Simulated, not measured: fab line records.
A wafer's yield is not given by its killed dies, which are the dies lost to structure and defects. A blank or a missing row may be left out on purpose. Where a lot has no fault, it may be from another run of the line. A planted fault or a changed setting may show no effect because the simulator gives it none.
fab line records	flow sky130
record: lots: 24	wafers: 72	lastDay: 50
route steps=708 shown LI_CONTACT@375 METAL1@451 METAL2@487 CAP2M@603
lots that met no fault: taken from a fault-free run of the same line
startH: start of the lot's first displayed wafer, in hours after the record's first day	waitH: time in hours since the lot's previous step	" identical to the entry in the row above	L1.1+2: a row that stands for several wafers	- no value present, or no start provided	* or withheld: withheld	< > ~ a bound
route shown NAME@n: a module of which the file shows steps, and the number in the route of the first	usual: mean/standard deviation of fault-free wafers	same: alike in all rows	chamber/n: place in a boat	sites: per-site readings	_std_site: the standard deviation of these	_edge_site: inner sites' mean taken away from outer sites' mean	radiusMm: for every site, how far away it sits from the centre of the wafer	mask NAME#n: copy n	behind: the most recent tool/chamber to have shaped the wafer	hold: why the lot was held/for how many hours/how that ended	device: the transistor (n, p or np) that didn't switch	end of line: the same wafers' tests at the end of the route	a step without rows: its recipe alone	killed: count of dies lost to structure and defects at first sort (not the wafer's yield)	map: shows each die of a wafer: x if killed, . if not, _ if none is there
set.NAME: the setting as run; set.NAME@STEP: as run at that earlier step	model.NAME: the simulator's own value behind a step, which no gauge read
the route's steps for a sample of lots (tables are steps, rows are wafers)
services: the hour from which a tool's chamber was out of use, counted from the record's first day as startH (under 0 if before that day), plus the number of hours and why
== steps ==
step: SKY_LI_CONTACT_OVL_MEAS_13
usual: LI_CONTACT_OVL: 0/5
lot.wafer	tool	chamber	startH	waitH	LI_CONTACT_OVL[nm]
L074.1	overlay-01	-	677.14	0.1	2
L074.2	"	-	"	"	0
L074.3	"	-	"	"	-3
L075.3	overlay-01	-	700.00	0.1	-4
L075.4	"	-	"	"	-7
L075.5	"	-	"	"	5
L076.1	overlay-02	-	704.64	0.1	4
L076.2	"	-	"	"	1
L076.4	"	-	"	"	-1
L077.4	overlay-01	-	707.65	0.1	-1
L077.5	"	-	"	"	1
L077.6	"	-	"	"	6
L078.1	overlay-01	-	716.99	0.1	-8
L078.2	"	-	"	"	-3
L078.4	"	-	"	"	-10
L079.2	overlay-02	-	727.64	0.1	5
L079.4	"	-	"	"	-2
L079.6	"	-	"	"	5
L080.1	overlay-01	-	730.39	0.1	-2
L080.3	"	-	"	"	-3
L080.4	"	-	"	"	-10
L081.2	overlay-01	-	741.74	0.1	-4
L081.5	"	-	"	"	-4
L081.6	"	-	"	"	-2
L082.2	overlay-01	-	754.29	0.1	5
L082.3	"	-	"	"	6
L082.6	"	-	"	"	6
L083.1	overlay-02	-	755.29	0.1	-3
L083.4	"	-	"	"	-1
L083.5	"	-	"	"	-4
L084.1	overlay-01	-	764.44	0.1	6
L084.4	"	-	"	"	6
L084.6	"	-	"	"	8
L085.1	overlay-01	-	773.89	0.1	-12
L085.3	"	-	"	"	-6
L085.6	"	-	"	"	-15
L086.2	overlay-01	-	781.75	0.1	2
L086.5	"	-	"	"	0
L086.6	"	-	"	"	0
L087.2	overlay-01	-	786.34	0.1	3
L087.4	"	-	"	"	-3
L087.5	"	-	"	"	-3
L088.1	overlay-01	-	794.33	0.1	6
L088.3	"	-	"	"	-1
L088.4	"	-	"	"	5
L089.2	overlay-02	-	806.49	0.1	0
L089.3	"	-	"	"	-4
L089.4	"	-	"	"	5
L090.3	overlay-02	-	810.60	0.1	-1
L090.5	"	-	"	"	-5
L090.6	"	-	"	"	-7
L091.2	overlay-01	-	815.84	0.1	-5
L091.4	"	-	"	"	-3
L091.5	"	-	"	"	-4
L092.1	overlay-02	-	820.93	0.1	-3
L092.2	"	-	"	"	7
L092.4	"	-	"	"	10
L093.2	overlay-02	-	825.19	0.1	-4
L093.3	"	-	"	"	0
L093.5	"	-	"	"	0
L094.1	overlay-01	-	831.93	0.1	-4
L094.2	"	-	"	"	0
L094.6	"	-	"	"	1
L095.1	overlay-01	-	839.34	0.1	5
L095.2	"	-	"	"	-10
L095.3	"	-	"	"	-4
L096.3	overlay-02	-	844.05	0.1	6
L096.4	"	-	"	"	0
L096.5	"	-	"	"	1
L097.3	overlay-01	-	852.80	0.1	4
L097.4	"	-	"	"	1
L097.5	"	-	"	"	9
step: SKY_LI_CONTACT_SPUTTER_19
recipe: material: Ti	targetThkNm: 20	chamberPressurePa: 5	powerW: 2500	substrateTempC: 200	timeS: 106.37
usual: throttleValvePct: 29.9/0.93
lot.wafer	tool	chamber	startH	waitH	throttleValvePct
L074.1	pvdSputter-03	-	677.59	0.0	29.5
L074.2	"	-	"	"	29.6
L074.3	"	-	"	"	28.4
L075.3	pvdSputter-04	-	700.46	0.0	31.7
L075.4	"	-	"	"	29.2
L075.5	"	-	"	"	30.4
L076.1	pvdSputter-03	-	705.13	0.0	28.4
L076.2	"	-	"	"	29.8
L076.4	"	-	"	"	29.4
L077.4	pvdSputter-03	-	708.09	0.0	29.5
L077.5	"	-	"	"	30.0
L077.6	"	-	"	"	29.7
L078.1	pvdSputter-01	-	717.44	0.0	32.4
L078.2	"	-	"	"	29.3
L078.4	"	-	"	"	30.9
L079.2	pvdSputter-04	-	728.09	0.0	30.5
L079.4	"	-	"	"	31.8
L079.6	"	-	"	"	29.0
L080.1	pvdSputter-01	-	730.85	0.0	32.4
L080.3	"	-	"	"	29.2
L080.4	"	-	"	"	29.8
L081.2	pvdSputter-03	-	742.19	0.0	28.1
L081.5	"	-	"	"	28.7
L081.6	"	-	"	"	29.6
L082.2	pvdSputter-04	-	754.76	0.0	29.1
L082.3	"	-	"	"	30.7
L082.6	"	-	"	"	31.8
L083.1	pvdSputter-03	-	755.75	0.0	29.3
L083.4	"	-	"	"	29.5
L083.5	"	-	"	"	29.4
L084.1	pvdSputter-03	-	764.90	0.0	29.7
L084.4	"	-	"	"	29.0
L084.6	"	-	"	"	29.4
L085.1	pvdSputter-03	-	774.35	0.0	30.1
L085.3	"	-	"	"	29.3
L085.6	"	-	"	"	28.6
L086.2	pvdSputter-01	-	782.20	0.0	29.4
L086.5	"	-	"	"	32.2
L086.6	"	-	"	"	29.8
L087.2	pvdSputter-01	-	786.81	0.0	31.0
L087.4	"	-	"	"	29.8
L087.5	"	-	"	"	29.8
L088.1	pvdSputter-03	-	794.81	0.0	29.9
L088.3	"	-	"	"	28.7
L088.4	"	-	"	"	29.3
L089.2	pvdSputter-03	-	806.94	0.0	30.2
L089.3	"	-	"	"	29.3
L089.4	"	-	"	"	29.4
L090.3	pvdSputter-04	-	811.05	0.0	30.5
L090.5	"	-	"	"	30.5
L090.6	"	-	"	"	30.0
L091.2	pvdSputter-01	-	816.29	0.0	29.8
L091.4	"	-	"	"	29.5
L091.5	"	-	"	"	29.9
L092.1	pvdSputter-03	-	821.41	0.0	29.5
L092.2	"	-	"	"	29.7
L092.4	"	-	"	"	29.8
L093.2	pvdSputter-04	-	825.64	0.0	29.0
L093.3	"	-	"	"	29.9
L093.5	"	-	"	"	30.3
L094.1	pvdSputter-04	-	832.41	0.0	31.7
L094.2	"	-	"	"	29.4
L094.6	"	-	"	"	29.8
L095.1	pvdSputter-04	-	839.80	0.0	30.6
L095.2	"	-	"	"	29.9
L095.3	"	-	"	"	29.0
L096.3	pvdSputter-04	-	844.50	0.0	30.7
L096.4	"	-	"	"	30.2
L096.5	"	-	"	"	30.2
L097.3	pvdSputter-03	-	853.24	0.0	29.8
L097.4	"	-	"	"	28.4
L097.5	"	-	"	"	29.2
step: SKY_METAL1_DESCUM_17
recipe: chemistry: O2	sourcePowerW: 150	biasPowerW: 0	pressureMtorr: 10	tempC: 40	timeS: 8
usual: drypumpMotorCurrentA: 5.5/0.48	oesProductAu: 0.998/0.011
lot.wafer	tool	chamber	startH	waitH	drypumpMotorCurrentA	oesProductAu	rfHoursCounterH
L074.1	rieMetal-02	1	765.77	0.0	5.2	1.017	15
L074.2	"	0	"	"	6.3	0.991	9
L074.3	"	1	"	"	5.2	1.012	-
L075.3	rieMetal-02	1	784.63	0.0	5.3	1.008	-
L075.4	"	0	"	"	6.3	0.995	-
L075.5	"	0	"	"	6.4	0.986	-
L076.1	rieMetal-02	1	791.42	0.0	5.3	1.006	15
L076.2	"	0	"	"	6.3	0.988	9
L076.4	"	0	"	"	6.3	0.983	-
L077.4	rieMetal-04	0	794.73	0.0	5.6	1.007	-
L077.5	"	0	"	"	5.5	0.997	-
L077.6	"	1	"	"	4.9	1.016	-
L078.1	rieMetal-04	1	802.52	0.0	5.0	1.001	9
L078.2	"	0	"	"	5.5	1.007	11
L078.4	"	0	"	"	5.6	1.002	-
L079.2	rieMetal-04	1	812.21	0.0	5.0	1.018	9
L079.4	"	1	"	"	5.0	1.008	-
L079.6	"	1	"	"	5.0	0.999	-
L080.1	rieMetal-02	0	814.92	0.0	6.3	0.982	11
L080.3	"	1	"	"	5.2	1.015	-
L080.4	"	0	"	"	6.3	0.995	-
L081.2	rieMetal-04	0	825.96	0.0	5.6	0.995	12
L081.5	"	0	"	"	5.5	1.006	-
L081.6	"	1	"	"	5.0	0.999	-
L082.2	rieMetal-02	1	838.76	0.0	5.3	1.010	1
L082.3	"	1	"	"	5.3	1.013	-
L082.6	"	0	"	"	6.3	0.987	-
L083.1	rieMetal-03	1	839.72	0.0	6.0	0.993	14
L083.4	"	0	"	"	5.1	0.987	-
L083.5	"	0	"	"	5.1	0.975	-
L084.1	rieMetal-03	0	847.37	0.0	5.2	0.980	8
L084.4	"	0	"	"	5.1	0.972	-
L084.6	"	0	"	"	5.1	0.979	-
L085.1	rieMetal-03	1	856.52	0.0	6.0	0.998	15
L085.3	"	0	"	"	5.1	0.985	-
L085.6	"	0	"	"	5.1	0.987	-
L086.2	rieMetal-04	0	862.58	0.0	5.6	1.002	-
L086.5	"	0	"	"	5.6	1.007	-
L086.6	"	0	"	"	5.5	1.006	-
L087.2	rieMetal-02	1	869.51	0.0	5.3	1.009	2
L087.4	"	1	"	"	5.2	1.018	-
L087.5	"	0	"	"	6.3	0.985	-
L088.1	rieMetal-03	0	876.46	0.0	5.1	0.983	9
L088.3	"	0	"	"	5.2	0.999	-
L088.4	"	0	"	"	5.1	0.986	-
L089.2	rieMetal-02	1	888.46	0.0	5.3	1.008	3
L089.3	"	1	"	"	5.2	1.003	-
L089.4	"	0	"	"	6.3	0.995	-
L090.3	rieMetal-02	1	891.77	0.0	5.3	0.999	-
L090.5	"	1	"	"	5.3	1.014	-
L090.6	"	0	"	"	6.3	0.986	-
L091.2	rieMetal-03	0	897.28	0.0	5.2	0.981	-
L091.4	"	0	"	"	5.1	0.978	-
L091.5	"	0	"	"	5.1	0.966	-
L092.1	rieMetal-04	0	902.36	0.0	5.6	1.008	17
L092.2	"	1	"	"	4.9	1.008	12
L092.4	"	0	"	"	5.5	1.004	-
L093.2	rieMetal-04	0	905.42	0.0	5.6	1.005	17
L093.3	"	0	"	"	5.6	1.009	-
L093.5	"	0	"	"	5.6	1.003	-
L094.1	rieMetal-04	0	913.47	0.0	5.6	1.019	17
L094.2	"	1	"	"	5.0	1.009	12
L094.6	"	1	"	"	4.9	1.003	-
L095.1	rieMetal-02	0	919.12	0.0	6.4	0.990	15
L095.2	"	1	"	"	5.3	0.998	4
L095.3	"	0	"	"	6.3	0.986	-
L096.3	rieMetal-04	1	924.93	0.0	5.0	0.994	-
L096.4	"	0	"	"	5.6	1.013	-
L096.5	"	1	"	"	4.9	1.003	-
L097.3	rieMetal-03	0	934.52	0.0	5.1	0.988	-
L097.4	"	1	"	"	6.0	0.998	-
L097.5	"	0	"	"	5.2	0.981	-
step: SKY_METAL2_SPUTTER_04
recipe: material: TiN	targetThkNm: 70	powerW: 6500	timeS: 58.3	chamberPressurePa: 0.4
usual: throttleValvePct: 30.0/1
lot.wafer	tool	chamber	startH	waitH	throttleValvePct
L074.1	pvdSputter-02	-	795.42	0.0	28.8
L074.2	"	-	"	"	29.1
L074.3	"	-	"	"	31.1
L075.3	pvdSputter-02	-	814.43	0.0	29.5
L075.4	"	-	"	"	29.4
L075.5	"	-	"	"	29.4
L076.1	pvdSputter-02	-	820.55	0.0	30.9
L076.2	"	-	"	"	29.0
L076.4	"	-	"	"	29.3
L077.4	pvdSputter-03	-	823.97	0.0	29.7
L077.5	"	-	"	"	29.3
L077.6	"	-	"	"	28.5
L078.1	pvdSputter-01	-	831.47	0.0	29.9
L078.2	"	-	"	"	29.5
L078.4	"	-	"	"	31.2
L079.2	pvdSputter-02	-	840.80	0.0	28.9
L079.4	"	-	"	"	31.1
L079.6	"	-	"	"	31.2
L080.1	pvdSputter-03	-	843.84	0.0	29.6
L080.3	"	-	"	"	30.1
L080.4	"	-	"	"	28.6
L081.2	pvdSputter-02	-	855.34	0.0	29.4
L081.5	"	-	"	"	29.3
L081.6	"	-	"	"	29.4
L082.2	pvdSputter-02	-	867.53	0.0	31.2
L082.3	"	-	"	"	29.4
L082.6	"	-	"	"	31.1
L083.1	pvdSputter-03	-	867.91	0.0	30.1
L083.4	"	-	"	"	29.5
L083.5	"	-	"	"	29.4
L084.1	pvdSputter-02	-	876.14	0.0	29.3
L084.4	"	-	"	"	28.8
L084.6	"	-	"	"	29.2
L085.1	pvdSputter-01	-	884.77	0.0	31.0
L085.3	"	-	"	"	30.0
L085.6	"	-	"	"	30.7
L086.2	pvdSputter-01	-	890.69	0.0	32.2
L086.5	"	-	"	"	29.9
L086.6	"	-	"	"	29.5
L087.2	pvdSputter-02	-	897.18	0.0	29.4
L087.4	"	-	"	"	29.0
L087.5	"	-	"	"	29.4
L088.1	pvdSputter-02	-	904.48	0.0	29.4
L088.3	"	-	"	"	30.7
L088.4	"	-	"	"	28.9
L089.2	pvdSputter-01	-	916.25	0.0	29.8
L089.3	"	-	"	"	29.4
L089.4	"	-	"	"	31.1
L090.3	pvdSputter-01	-	919.61	0.0	29.2
L090.5	"	-	"	"	30.9
L090.6	"	-	"	"	29.3
L091.2	pvdSputter-01	-	925.18	0.0	29.8
L091.4	"	-	"	"	32.4
L091.5	"	-	"	"	30.8
L092.1	pvdSputter-01	-	930.31	0.0	31.0
L092.2	"	-	"	"	29.4
L092.4	"	-	"	"	29.9
L093.2	pvdSputter-02	-	932.93	0.0	30.6
L093.3	"	-	"	"	29.3
L093.5	"	-	"	"	29.5
L094.1	pvdSputter-02	-	941.48	0.0	31.1
L094.2	"	-	"	"	29.5
L094.6	"	-	"	"	29.6
L095.1	pvdSputter-01	-	946.93	0.0	32.2
L095.2	"	-	"	"	29.0
L095.3	"	-	"	"	30.7
L096.3	pvdSputter-02	-	953.48	0.0	29.6
L096.4	"	-	"	"	29.4
L096.5	"	-	"	"	31.0
L097.3	pvdSputter-01	-	963.33	0.0	31.1
L097.4	"	-	"	"	29.9
L097.5	"	-	"	"	29.4
step: SKY_CAP2M_CVD_00
recipe: material: SiO2	targetThkNm: 15.5	tempC: 400	timeS: withheld	rfW: 450
usual: heaterPowerW: 670/73
lot.wafer	tool	chamber	startH	waitH	heaterPowerW
L074.1	pecvd-03	1	928.98	0.0	801
L074.2	"	0	"	"	658
L074.3	"	2	"	"	702
L075.3	pecvd-03	2	949.58	0.0	690
L075.4	"	2	"	"	697
L075.5	"	0	"	"	781
L076.1	pecvd-01	0	954.99	0.0	694
L076.2	"	2	"	"	514
L076.4	"	2	"	"	490
L077.4	pecvd-03	2	958.27	0.0	662
L077.5	"	0	"	"	662
L077.6	"	1	"	"	712
L078.1	pecvd-02	0	965.18	0.0	712
L078.2	"	2	"	"	627
L078.4	"	2	"	"	637
L079.2	pecvd-03	0	975.37	0.0	791
L079.4	"	2	"	"	605
L079.6	"	0	"	"	789
L080.1	pecvd-02	0	975.85	0.0	786
L080.3	"	2	"	"	611
L080.4	"	0	"	"	794
L081.2	pecvd-02	1	987.29	0.0	665
L081.5	"	1	"	"	700
L081.6	"	0	"	"	689
L082.2	pecvd-02	0	997.73	0.0	752
L082.3	"	2	"	"	635
L082.6	"	0	"	"	749
L083.1	pecvd-01	0	999.47	0.0	698
L083.4	"	1	"	"	714
L083.5	"	2	"	"	598
L084.1	pecvd-03	0	1008.65	0.0	639
L084.4	"	1	"	"	755
L084.6	"	2	"	"	668
L085.1	pecvd-01	1	1014.07	0.0	660
L085.3	"	0	"	"	701
L085.6	"	0	"	"	701
L086.2	pecvd-01	1	1019.97	0.0	620
L086.5	"	1	"	"	638
L086.6	"	0	"	"	682
L087.2	pecvd-01	1	1025.95	0.0	701
L087.4	"	2	"	"	613
L087.5	"	1	"	"	711
L088.1	pecvd-01	1	1033.73	0.0	728
L088.3	"	2	"	"	490
L088.4	"	2	"	"	473
L089.2	pecvd-01	1	1042.57	0.0	636
L089.3	"	2	"	"	579
L089.4	"	0	"	"	667
L090.3	pecvd-03	1	1046.27	0.0	871
L090.5	"	1	"	"	833
L090.6	"	0	"	"	733
L091.2	pecvd-03	1	1051.37	0.0	831
L091.4	"	0	"	"	717
L091.5	"	1	"	"	870
L092.1	pecvd-01	2	1057.08	0.0	553
L092.2	"	1	"	"	691
L092.4	"	0	"	"	648
L093.2	pecvd-03	1	1058.89	0.0	743
L093.3	"	1	"	"	759
L093.5	"	1	"	"	745
L094.1	pecvd-01	0	1065.43	0.0	677
L094.2	"	1	"	"	684
L094.6	"	1	"	"	686
L095.1	pecvd-01	0	1071.22	0.0	656
L095.2	"	1	"	"	717
L095.3	"	2	"	"	558
L096.3	pecvd-02	1	1075.09	0.0	712
L096.4	"	0	"	"	687
L096.5	"	2	"	"	582
L097.3	pecvd-01	0	1082.85	0.0	629
L097.4	"	1	"	"	674
L097.5	"	1	"	"	664
step: SKY_CAP2M_SPUTTER_02
recipe: material: TiN	targetThkNm: 200	tempC: 300	powerW: 6500	timeS: 166.7	chamberPressurePa: 0.4
usual: throttleValvePct: 30.3/1
lot.wafer	tool	chamber	startH	waitH	throttleValvePct
L074.1	pvdSputter-02	-	929.06	0.1	29.4
L074.2	"	-	"	"	31.1
L074.3	"	-	"	"	28.8
L075.3	pvdSputter-01	-	949.66	0.0	29.9
L075.4	"	-	"	"	32.3
L075.5	"	-	"	"	29.2
L076.1	pvdSputter-01	-	955.08	0.1	30.7
L076.2	"	-	"	"	29.3
L076.4	"	-	"	"	32.4
L077.4	pvdSputter-01	-	958.34	0.0	31.0
L077.5	"	-	"	"	29.3
L077.6	"	-	"	"	31.1
L078.1	pvdSputter-04	-	965.26	0.1	30.7
L078.2	"	-	"	"	29.4
L078.4	"	-	"	"	31.6
L079.2	pvdSputter-01	-	975.45	0.0	29.1
L079.4	"	-	"	"	29.8
L079.6	"	-	"	"	32.2
L080.1	pvdSputter-04	-	975.93	0.1	29.5
L080.3	"	-	"	"	30.8
L080.4	"	-	"	"	31.7
L081.2	pvdSputter-01	-	987.37	0.0	29.4
L081.5	"	-	"	"	29.4
L081.6	"	-	"	"	29.7
L082.2	pvdSputter-02	-	997.81	0.0	30.9
L082.3	"	-	"	"	28.9
L082.6	"	-	"	"	31.0
L083.1	pvdSputter-01	-	999.55	0.1	29.8
L083.4	"	-	"	"	31.9
L083.5	"	-	"	"	30.0
L084.1	pvdSputter-01	-	1008.74	0.1	29.1
L084.4	"	-	"	"	32.0
L084.6	"	-	"	"	31.9
L085.1	pvdSputter-02	-	1014.16	0.1	29.3
L085.3	"	-	"	"	29.2
L085.6	"	-	"	"	29.5
L086.2	pvdSputter-01	-	1020.06	0.0	31.9
L086.5	"	-	"	"	29.4
L086.6	"	-	"	"	29.9
L087.2	pvdSputter-02	-	1026.03	0.0	28.6
L087.4	"	-	"	"	31.2
L087.5	"	-	"	"	29.6
L088.1	pvdSputter-01	-	1033.81	0.1	30.9
L088.3	"	-	"	"	29.9
L088.4	"	-	"	"	30.7
L089.2	pvdSputter-02	-	1042.66	0.0	31.3
L089.3	"	-	"	"	29.3
L089.4	"	-	"	"	29.5
L090.3	pvdSputter-01	-	1046.36	0.0	29.4
L090.5	"	-	"	"	29.8
L090.6	"	-	"	"	29.4
L091.2	pvdSputter-01	-	1051.46	0.0	30.7
L091.4	"	-	"	"	29.8
L091.5	"	-	"	"	29.4
L092.1	pvdSputter-04	-	1057.16	0.1	31.7
L092.2	"	-	"	"	29.4
L092.4	"	-	"	"	30.0
L093.2	pvdSputter-02	-	1058.98	0.0	28.8
L093.3	"	-	"	"	31.0
L093.5	"	-	"	"	29.0
L094.1	pvdSputter-01	-	1065.52	0.1	30.9
L094.2	"	-	"	"	29.8
L094.6	"	-	"	"	30.9
L095.1	pvdSputter-01	-	1071.31	0.1	32.3
L095.2	"	-	"	"	29.4
L095.3	"	-	"	"	31.0
L096.3	pvdSputter-04	-	1075.17	0.0	31.3
L096.4	"	-	"	"	30.6
L096.5	"	-	"	"	30.6
L097.3	pvdSputter-01	-	1082.93	0.0	30.7
L097.4	"	-	"	"	32.2
L097.5	"	-	"	"	30.8
== services ==
tool	chamber	startH	hours	kind
rieMetal-02	-	676.51	0.2	repair
pecvd-01	-	715.10	28.1	pm
pvdSputter-02	-	726.70	21.0	repair
pecvd-03	-	777.56	0.8	repair
rieMetal-02	-	781.20	1.6	repair
pecvd-01	1	788.14	6.8	repair
pvdSputter-04	-	805.26	3.7	repair
rieMetal-02	0	816.46	21.5	repair
pecvd-01	2	844.41	6.6	repair
rieMetal-04	1	846.61	29.5	repair
pecvd-01	-	879.20	2.8	pm
pecvd-01	-	883.05	1.7	repair
pvdSputter-02	-	908.89	0.5	repair
pvdSputter-04	-	911.27	3.2	repair
pecvd-03	1	913.94	4.0	repair
rieMetal-04	-	937.24	2.8	pm
pvdSputter-02	-	947.51	4.0	repair
pvdSputter-03	-	967.76	2.9	repair
pvdSputter-01	-	981.76	1.7	repair
pvdSputter-04	-	1011.22	2.6	repair
pvdSputter-03	-	1016.37	3.0	repair
pvdSputter-04	-	1052.56	0.5	repair
pecvd-03	0	1052.73	10.5	repair
pvdSputter-02	-	1067.27	2.5	repair
== key ==
fault none
